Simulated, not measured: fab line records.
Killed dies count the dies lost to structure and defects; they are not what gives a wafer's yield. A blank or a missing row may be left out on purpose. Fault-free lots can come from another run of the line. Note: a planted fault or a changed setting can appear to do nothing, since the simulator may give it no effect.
Which tool did it? / flow gf180mcu / 18 wafers from 6 lots sampled at 4 of the route's 602 steps

== WHAT EACH GAUGE READ, for each wafer ==
GF_V3_THK_MEAS_01.
lot=L604; measured=day 23 07:44; on=film metro-02; V3_CVD_00_THK (nm)=591 596 598
lot=L607; measured=day 24 04:43; on=film metro-04; V3_CVD_00_THK (nm)=601 601 602
lot=L610; measured=day 25 04:29; on=film metro-02; V3_CVD_00_THK (nm)=592 595 600
lot=L618; measured=day 27 20:33; on=film metro-01; V3_CVD_00_THK (nm)=603 603 606
lot=L621; measured=day 28 08:51; on=film metro-01; V3_CVD_00_THK (nm)=508 508 509
lot=L623; measured=day 29 00:36; on=film metro-01; V3_CVD_00_THK (nm)=607 607 599

== WHAT TOOL EACH LOT RAN ON (gives the tool, then ch and the chambers of the sampled wafers, and finally the start) ==
lot=L604; GF_V2_STRIP_18=plasma asher-03 ch 0, day 22 06:52; GF_V2_SPUTTER_21=pvd sputter-04, day 22 07:24; GF_V3_CVD_00=hdpcvd-01 ch 0,1,2, day 23 07:40
lot=L607; GF_V2_STRIP_18=plasma asher-02 ch 0,1, day 23 04:35; GF_V2_SPUTTER_21=pvd sputter-02, day 23 05:07; GF_V3_CVD_00=hdpcvd-02 ch 0,1,2, day 24 04:38
lot=L610; GF_V2_STRIP_18=plasma asher-03 ch 0,1, day 24 02:35; GF_V2_SPUTTER_21=pvd sputter-01, day 24 03:07; GF_V3_CVD_00=hdpcvd-02 ch 1,2, day 25 04:25
lot=L618; GF_V2_STRIP_18=plasma asher-02 ch 0,1, day 26 22:08; GF_V2_SPUTTER_21=pvd sputter-01, day 26 23:00; GF_V3_CVD_00=hdpcvd-01 ch 0,1, day 27 20:28
lot=L621; GF_V2_STRIP_18=plasma asher-01 ch 0,1, day 27 11:01; GF_V2_SPUTTER_21=pvd sputter-04, day 27 11:32; GF_V3_CVD_00=hdpcvd-02 ch 0,1,2, day 28 08:46
lot=L623; GF_V2_STRIP_18=plasma asher-01 ch 0,1, day 28 03:21; GF_V2_SPUTTER_21=pvd sputter-04, day 28 03:55; GF_V3_CVD_00=hdpcvd-01 ch 0,1,2, day 29 00:32
- GF_V2_STRIP_18: strips in O2/N2.
- GF_V2_SPUTTER_21: material Ti, target thk 15 nm, time 80.02 s.
- GF_V3_CVD_00: deposits SiO2, target thk 600 nm, time 100 s.

== THE ANSWER, worked out from the rows above alone ==
Rule: what is usual is taken from the lots themselves. Put in order of their means at a reading, lots are off if they are a third of the lots or fewer, leave a main group of 4 or more, and stand apart from it by a gap of 3 or more times the standard deviation of the main group's means; of several such gaps the widest counts. Not used: any main group whose means are identical at the precision the tables above print for the reading. Also off: a lot with no number at a reading for which 4 or more lots have one. The other lots that the step has rows for count as sound.
Off: at GF_V3_THK_MEAS_01 (V3_CVD_00_THK), L621. The main group: mean 600 nm, standard deviation 4.
A tool fits if, at a process step before that reading, it ran every lot that is off, and no sound lot after the first of them. Gauges at GF_V3_THK_MEAS_01: tried the same way as those tools. One fits: hdpcvd-02 at GF_V3_CVD_00. Its last sound lot is L610 (day 25 04:25), its first lot that is off L621 (day 28 08:46): a fault that began between those two fits.

== WHAT THE SIMULATOR HAD PUT IN ==
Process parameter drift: hdpcvd-02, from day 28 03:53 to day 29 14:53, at GF_V3_CVD_00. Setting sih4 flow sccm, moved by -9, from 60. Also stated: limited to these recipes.
Struck lots among those shown: L621. The rule above reached the same finding.
